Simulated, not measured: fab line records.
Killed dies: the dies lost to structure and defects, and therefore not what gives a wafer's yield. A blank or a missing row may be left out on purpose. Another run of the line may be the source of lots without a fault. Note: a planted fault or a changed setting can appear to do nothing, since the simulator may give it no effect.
What tool caused it?	flow gf180mcu	Sampling: 13 lots, 39 wafers, 2 of 602 route steps

WHAT EACH GAUGE READ, for each wafer
GF_VT_IMPLANT_RS_MEAS_49: a four-point-probe measurement.
lot	measured	on	MVPSD_RS (ohm/sq)
L833	day 7 15:00	filmMetro-04	1170.4 1168.3 1170.1
L834	day 7 20:15	filmMetro-03	1172.4 1168.0 1173.8
L836	day 8 08:16	filmMetro-01	1165.9 1168.5 1167.3
L837	day 8 16:48	filmMetro-04	1167.9 1171.9 1169.7
L838	day 9 00:45	filmMetro-01	1176.2 1169.0 1172.8
L839	day 9 04:06	filmMetro-04	1164.7 1167.6 1166.0
L843	day 10 09:23	filmMetro-04	1169.7 1168.0 1162.8
L847	day 11 11:37	filmMetro-04	1172.1 1173.9 1173.0
L849	day 12 06:21	filmMetro-04	1173.2 1167.9 1171.4
L850	day 12 11:58	filmMetro-03	1171.7 1169.5 1171.8
L853	day 13 09:11	filmMetro-04	1172.0 1177.5 1173.0
L855	day 13 19:41	filmMetro-04	1167.2 1171.5 1166.6
L856	day 14 03:49	filmMetro-04	1169.0 1171.3 1168.6

EACH LOT AND THE TOOL THAT RAN IT (in order: tool; ch and the chambers of the sampled wafers; start)
lot	GF_VT_IMPLANT_IMPLANT_19
L833	implanter-04 ch 0, day 6 07:14
L834	implanter-01 ch 0, day 6 11:58
L836	implanter-01 ch 0, day 6 23:23
L837	implanter-03 ch 0, day 7 06:29
L838	implanter-03 ch 0, day 7 14:23
L839	implanter-04 ch 0, day 7 17:52
L843	implanter-04 ch 0, day 8 21:29
L847	implanter-04 ch 0, day 9 21:28
L849	implanter-04 ch 0, day 10 14:58
L850	implanter-01 ch 0, day 10 20:45
L853	implanter-01 ch 0, day 11 16:31
L855	implanter-01 ch 0, day 12 03:38
L856	implanter-03 ch 0, day 12 10:20
- GF_VT_IMPLANT_IMPLANT_19

AS READ BY THE TOOLS THEMSELVES (means over the sampled wafers that have a number; for cases with no such wafer, the mark the record gives instead)
GF_VT_IMPLANT_IMPLANT_19.
lot	tool	doseIonsCm2	faradayCurrentUA
L833	implanter-04	4.355e+12	25.1
L834	implanter-01	4.353e+12	24.5
L836	implanter-01	4.353e+12	24.4
L837	implanter-03	4.353e+12	24.8
L838	implanter-03	4.350e+12	24.8
L839	implanter-04	4.348e+12	24.5
L843	implanter-04	4.343e+12	24.7
L847	implanter-04	4.613e+12	25.4
L849	implanter-04	4.608e+12	26.3
L850	implanter-01	4.357e+12	25.0
L853	implanter-01	4.350e+12	24.8
L855	implanter-01	4.349e+12	24.8
L856	implanter-03	4.347e+12	24.2

THE ANSWER, worked out from the rows above alone
Rule: the lots themselves supply what counts as usual. The widest of any qualifying gaps counts: lots, ordered by their means at a reading, are off when they make up no more than a third of the lots, leave a main group of 4 or more, and stand apart from it by 3 or more times the standard deviation of that group's means. If all means in a main group match to the digits the tables above print for the reading, that group is not used. A lot without any number at a reading at which 4 lots or more have one is off too. Where the step has rows for the other lots, those lots are counted as sound. First the gauges in route order, then the tools' own readings, where a lot's mean is used as printed above. The first step at which some lot is off is used, and at that step the reading that is off furthest; a lot without a number counts as furthest.
Off, at GF_VT_IMPLANT_IMPLANT_19 on doseIonsCm2: L847, L849. Mean 4.351e+12 and standard deviation 3.8e+09 in the main group.
If a tool, at that step or one of the process steps before it, ran each lot that is off and ran no sound lot following the first of them, it fits. One fits: GF_VT_IMPLANT_IMPLANT_19 on implanter-04. Its last sound lot is L843 (day 8 21:29), its first lot that is off L847 (day 9 21:28): a fault that began between those two fits.
On the lots that are off, the tool's own readings at GF_VT_IMPLANT_IMPLANT_19 differ by more than 5 times the standard deviation of the sound lots' means, which bears it out; doseIonsCm2 reads 4.610e+12 there versus 4.351e+12 on the sound lots.

WHAT THE SIMULATOR HAD PUT IN
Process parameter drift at GF_VT_IMPLANT_IMPLANT_19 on implanter-04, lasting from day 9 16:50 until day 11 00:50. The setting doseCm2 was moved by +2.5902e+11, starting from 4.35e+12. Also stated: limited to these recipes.
Lots struck among those shown: L847, L849. The rule above found the same.
